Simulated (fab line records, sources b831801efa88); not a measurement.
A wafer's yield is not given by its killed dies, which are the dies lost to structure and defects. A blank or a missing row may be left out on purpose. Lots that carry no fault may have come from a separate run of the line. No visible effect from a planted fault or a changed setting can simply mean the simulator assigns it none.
Comparing a struck lot with a sound one + flow sky130 + 17 steps out of a route of 708
Sound: the wafers L340.1, L340.5, L340.6. The struck wafers were L354.2, L354.4, L354.5. The cause is given at the end.
For every step that has rows: the tool of each side, followed by ch and its chambers, followed by its first start. Under that, the readings that differ: sound wafers + struck wafers + difference of the means + sigmas: that difference in standard deviations of wafers without a fault.
alike: readings whose means differ by less than 2 such deviations, and words and numbers that are the same on both sides. not compared: withheld readings, readings that some wafer has no value for, bounds like >300 that may hide the same value, and numbers for which the record gives no deviation and whose values overlap.
The two part at a step that has a row with sigmas, a row that says differs or no value, or rows on one side only. Numbers that have no deviation but don't overlap get no sigmas and don't part them. A reading that every wafer of one side lacks parts them only if that side has two wafers or more.

SKY_METAL4_SPUTTER_04: material TiN, target thk 70 nm, time 58.3 s.
  sound on pvd_sputter-02, day 42 21:45; struck on pvd_sputter-03, day 46 16:43
  alike: throttle_valve_pct
SKY_CAP2M_CVD_00: deposits SiO2, target thk 15.5 nm.
  sound on pecvd-01 ch 0,2, day 42 21:48; struck on pecvd-04 ch 0,1,2, day 46 16:46
  alike: heater_power_outer_w, heater_power_w
SKY_CAP2M_THK_MEAS_01:
  sound on film_metro-03, day 42 21:50; struck on film_metro-03, day 46 16:47
  alike: CAP2M_CVD_00_THK
SKY_CAP2M_SPUTTER_02: material TiN, target thk 200 nm, time 166.7 s.
  sound on pvd_sputter-04, day 42 21:53; struck on pvd_sputter-01, day 46 16:50
| reading                | sound          | struck         | difference | sigmas |
|------------------------|----------------|----------------|------------|--------|
| throttle_valve_pct (%) | 29.7 28.6 29.5 | 31.0 31.6 31.2 | +2.0       | +2     |
  alike: substrate_temp_c
SKY_CAP2M_RS_MEAS_03: measures by four-point-probe.
  sound on film_metro-02, day 42 22:00; struck on film_metro-03, day 46 16:58
  alike: CAP2M_TIN_RS
SKY_CAP2M_THK_MEAS_04: measures by xrf.
  sound on film_metro-02, day 42 22:07; struck on film_metro-03, day 46 17:05
  alike: CAP2M_TIN_THK
then, 6 steps without rows for these wafers: SKY_CAP2M_DEHYDRATE_05 (time 60 s); SKY_CAP2M_HMDS_06 (prime time 60 s); SKY_CAP2M_COAT_07 (resist thk 1140 nm); SKY_CAP2M_SOFTBAKE_08 (time 60 s); SKY_CAP2M_EXPOSE_09 (exposes mask CAP2M, target cd 1000 nm); SKY_CAP2M_PEB_10.
SKY_CAP2M_DEVELOP_11: develop time 60 s.
  sound on litho_track-03 ch 0, day 43 21:04; struck on litho_track-03 ch 0, day 47 13:23
SKY_CAP2M_OVL_MEAS_12:
  sound on overlay-02, day 43 21:13; struck on overlay-02, day 47 13:31
  alike: CAP2M_OVL
SKY_CAP2M_METAL_ETCH_13: etches TiN in Cl2/BCl3, stops on SiO2, target depth 220 nm, time 62.9 s.
  sound on rie_metal-02 ch 0,1, day 43 21:15; struck on rie_metal-01 ch 1, day 47 13:35
| reading                | sound           | struck            | difference | sigmas |
|------------------------|-----------------|-------------------|------------|--------|
| model.CAP2M.cd_nm (nm) | 1002 1001 999.3 | 980.3 979.3 979.9 | -20.9      |        |
  alike: bcl3_flow_sccm, drypump_motor_current_A, oes_product_au, throttle_valve_pct
  not compared: rf_hours_counter_h
SKY_CAP2M_STRIP_14: strips in O2/N2.
  sound on plasma_asher-04 ch 0,1, day 43 21:20; struck on plasma_asher-01 ch 0, day 47 13:43
  alike: drypump_motor_current_A, oes_product_au, strip_time_to_endpoint_s
  not compared: rf_hours_counter_h
-- the record jumps here: 4 days lie between the struck wafers' starts before and after (it left off in module CAP2M and takes up again in module PAD_OPEN, whose first step shown is number 708 of the route) --
SKY_PAD_OPEN_PROBE_99:
  sound on prober-02, day 48 16:25; struck on prober-01, day 51 19:36
| reading             | sound    | struck   | difference | sigmas |
|---------------------|----------|----------|------------|--------|
| killed_at_front_end | 28 24 20 | 12 14 17 | -10        | -2     |
  alike: defect_limited_yield, killed_at_M0_to_M3, killed_at_M4_up, killed_at_contacts, killed_at_other, killed_dies, killed_on_rim, killed_open, killed_short, sort_bin_3_pad_short, sort_bin_5_function, sort_bin_6_memory, sort_n_pass, sort_yield_pct

## WHERE THEY PART
Earliest at SKY_CAP2M_SPUTTER_02; latest, in this record, at SKY_PAD_OPEN_PROBE_99.

WHY: what the simulator had put in
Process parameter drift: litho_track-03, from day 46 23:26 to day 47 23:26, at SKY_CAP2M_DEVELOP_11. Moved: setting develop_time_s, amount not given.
